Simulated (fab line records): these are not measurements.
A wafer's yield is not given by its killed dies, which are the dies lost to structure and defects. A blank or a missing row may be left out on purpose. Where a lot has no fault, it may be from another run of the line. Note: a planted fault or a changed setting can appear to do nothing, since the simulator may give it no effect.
Which tool is to blame? | flow gf180mcu | 12 lots with 36 wafers sampled at 5 steps, on a route of 602 steps

== WHAT THE GAUGES SHOWED, per wafer ==
GF_V4_THK_MEAS_25: measures by xrf.
lot  | measured     | on            | V4_W_THK (nm)
L776 | day 25 00:56 | film metro-01 | 351 346 350
L777 | day 25 02:44 | film metro-03 | 351 344 345
L778 | day 25 04:01 | film metro-01 | 353 350 350
L779 | day 25 20:04 | film metro-01 | 357 349 351
L780 | day 26 05:25 | film metro-01 | 352 354 351
L781 | day 26 22:14 | film metro-03 | 352 349 349
L782 | day 26 22:32 | film metro-03 | 346 347 344
L787 | day 28 00:44 | film metro-01 | 349 350 351
L789 | day 28 20:58 | film metro-01 | 354 352 355
L794 | day 30 11:09 | film metro-02 | 340 340 333
L796 | day 30 16:23 | film metro-02 | 343 338 347
L798 | day 31 02:44 | film metro-01 | 354 347 347

GF_PASSIVATION_THK_MEAS_01.
lot  | measured     | on            | PASSIVATION_CVD_00_THK (nm)
L776 | day 28 16:38 | film metro-03 | 1005 993 999
L777 | day 28 17:20 | film metro-02 | 1024 1040 1021
L778 | day 28 18:32 | film metro-01 | 1003 985 1018
L779 | day 29 08:53 | film metro-03 | 1002 1002 1023
L780 | day 29 18:28 | film metro-03 | 996 998 1009
L781 | day 30 09:23 | film metro-03 | 1018 1019 1018
L782 | day 30 10:22 | film metro-03 | 988 979 992
L787 | day 31 10:47 | film metro-02 | 1003 1293 1004
L789 | day 32 03:41 | film metro-01 | 1000 1310 1023
L794 | day 33 11:33 | film metro-03 | 1002 989 1000
L796 | day 33 16:04 | film metro-03 | 993 991 1020
L798 | day 34 01:20 | film metro-03 | 971 998 1021

== EACH LOT AND THE TOOL THAT RAN IT (in order: tool; ch and the chambers of the sampled wafers; start) ==
lot  | GF_V4_ETCH_16                      | GF_MIM_SPUTTER_03            | GF_PASSIVATION_CVD_00
L776 | rie diel-01 ch 0,2,3, day 24 23:57 | pvd sputter-02, day 25 01:28 | pecvd-01 ch 0,1,2, day 28 16:33
L777 | rie diel-02 ch 0,1, day 25 01:43   | pvd sputter-02, day 25 03:14 | pecvd-04 ch 0,2, day 28 17:14
L778 | rie diel-03 ch 2,3, day 25 03:01   | pvd sputter-04, day 25 04:32 | pecvd-04 ch 0,1,2, day 28 18:26
L779 | rie diel-02 ch 1,2,3, day 25 18:44 | pvd sputter-04, day 25 20:35 | pecvd-04 ch 0,1, day 29 08:49
L780 | rie diel-02 ch 0,3, day 26 04:23   | pvd sputter-04, day 26 05:56 | pecvd-04 ch 0,1, day 29 18:23
L781 | rie diel-02 ch 0,2,3, day 26 21:14 | pvd sputter-03, day 26 22:45 | pecvd-04 ch 0,1,2, day 30 09:18
L782 | rie diel-01 ch 0,2,3, day 26 21:32 | pvd sputter-04, day 26 23:03 | pecvd-04 ch 0,2, day 30 10:17
L787 | rie diel-01 ch 1,2,3, day 27 23:43 | pvd sputter-03, day 28 01:14 | pecvd-04 ch 0,1,2, day 31 10:41
L789 | rie diel-02 ch 2,3, day 28 19:58   | pvd sputter-02, day 28 21:29 | pecvd-04 ch 0,1,2, day 32 03:36
L794 | rie diel-02 ch 1,2,3, day 30 10:09 | pvd sputter-03, day 30 11:40 | pecvd-02 ch 0,1,2, day 33 11:28
L796 | rie diel-01 ch 0,1,3, day 30 15:23 | pvd sputter-03, day 30 16:54 | pecvd-02 ch 1,2, day 33 15:58
L798 | rie diel-02 ch 0,2,3, day 31 01:45 | pvd sputter-03, day 31 03:16 | pecvd-01 ch 1,2, day 34 01:16
- GF_V4_ETCH_16: etches BARC in N2/H2.
- GF_MIM_SPUTTER_03: material Ti, target thk 10 nm, time 6.7 s.
- GF_PASSIVATION_CVD_00: deposits SiO2 from TEOS, target thk 1000 nm, time 111.95 s.

== WHAT THE TOOLS THEMSELVES READ (means of the sampled wafers that have a number; where no wafer has one, the mark that the record gives instead) ==
GF_V4_ETCH_16.
lot  | tool        | drypump motor current A (A) | oes product au (a.u.) | throttle valve pct (%)
L776 | rie diel-01 | 5.5                         | 0.855                 | 13.227
L777 | rie diel-02 | 5.7                         | 0.858                 | 13.223
L778 | rie diel-03 | 5.5                         | 0.855                 | 13.222
L779 | rie diel-02 | 5.5                         | 0.855                 | 13.227
L780 | rie diel-02 | 5.3                         | 0.853                 | 13.231
L781 | rie diel-02 | 5.4                         | 0.850                 | 13.220
L782 | rie diel-01 | 5.5                         | 0.856                 | 13.223
L787 | rie diel-01 | 5.6                         | 0.860                 | 13.228
L789 | rie diel-02 | 5.3                         | 0.856                 | 13.222
L794 | rie diel-02 | 5.5                         | 0.856                 | 13.229
L796 | rie diel-01 | 5.7                         | 0.850                 | 13.230
L798 | rie diel-02 | 5.4                         | 0.855                 | 13.221

GF_MIM_SPUTTER_03.
lot  | tool           | chamber pressure pa (Pa) | throttle valve pct (%)
L776 | pvd sputter-02 | 0.3002                   | 31.0
L777 | pvd sputter-02 | 0.3001                   | 30.7
L778 | pvd sputter-04 | 0.2995                   | 31.8
L779 | pvd sputter-04 | 0.3000                   | 31.8
L780 | pvd sputter-04 | 0.2999                   | 30.9
L781 | pvd sputter-03 | 0.3001                   | 31.3
L782 | pvd sputter-04 | 0.2999                   | 30.6
L787 | pvd sputter-03 | 0.2997                   | 30.6
L789 | pvd sputter-02 | 0.2996                   | 30.4
L794 | pvd sputter-03 | 0.3001                   | 30.6
L796 | pvd sputter-03 | 0.3001                   | 30.7
L798 | pvd sputter-03 | 0.2997                   | 30.6

GF_PASSIVATION_CVD_00.
lot  | tool     | heater power w (W)
L776 | pecvd-01 | 784
L777 | pecvd-04 | 688
L778 | pecvd-04 | 699
L779 | pecvd-04 | 643
L780 | pecvd-04 | 649
L781 | pecvd-04 | 716
L782 | pecvd-04 | 685
L787 | pecvd-04 | 669
L789 | pecvd-04 | 592
L794 | pecvd-02 | 715
L796 | pecvd-02 | 713
L798 | pecvd-01 | 709

== THE ANSWER, worked out from the rows above alone ==
Rule: the lots themselves supply what counts as usual. Put in order of their means at a reading, lots are off if they are a third of the lots or fewer, leave a main group of 4 or more, and stand apart from it by a gap of 3 or more times the standard deviation of the main group's means; of several such gaps the widest counts. Not used: any main group whose means are identical at the precision the tables above print for the reading. Also off: a lot with no number at a reading for which 4 or more lots have one. All remaining lots with rows at the step are treated as sound. After the gauges, taken in route order, come the tools' own readings; for these a lot's mean is taken, as printed above. The first step at which some lot is off is used, and at that step the reading that is off furthest; a lot without a number counts as furthest.
Off: L787, L789, at GF_PASSIVATION_THK_MEAS_01 (PASSIVATION_CVD_00_THK). The main group: mean 1004 nm, standard deviation 11.
A tool fits if, at a process step before that reading, it ran every lot that is off, and no sound lot after the first of them. Those tools and the gauges at GF_PASSIVATION_THK_MEAS_01 are tried in the same way. One fits: pecvd-04 at GF_PASSIVATION_CVD_00. Its last sound lot is L782 (day 30 10:17), its first lot that is off L787 (day 31 10:41): a fault that began between those two fits.

== WHAT THE SIMULATOR HAD PUT IN ==
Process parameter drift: pecvd-04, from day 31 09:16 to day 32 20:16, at GF_PASSIVATION_CVD_00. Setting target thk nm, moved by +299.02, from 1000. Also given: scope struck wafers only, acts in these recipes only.
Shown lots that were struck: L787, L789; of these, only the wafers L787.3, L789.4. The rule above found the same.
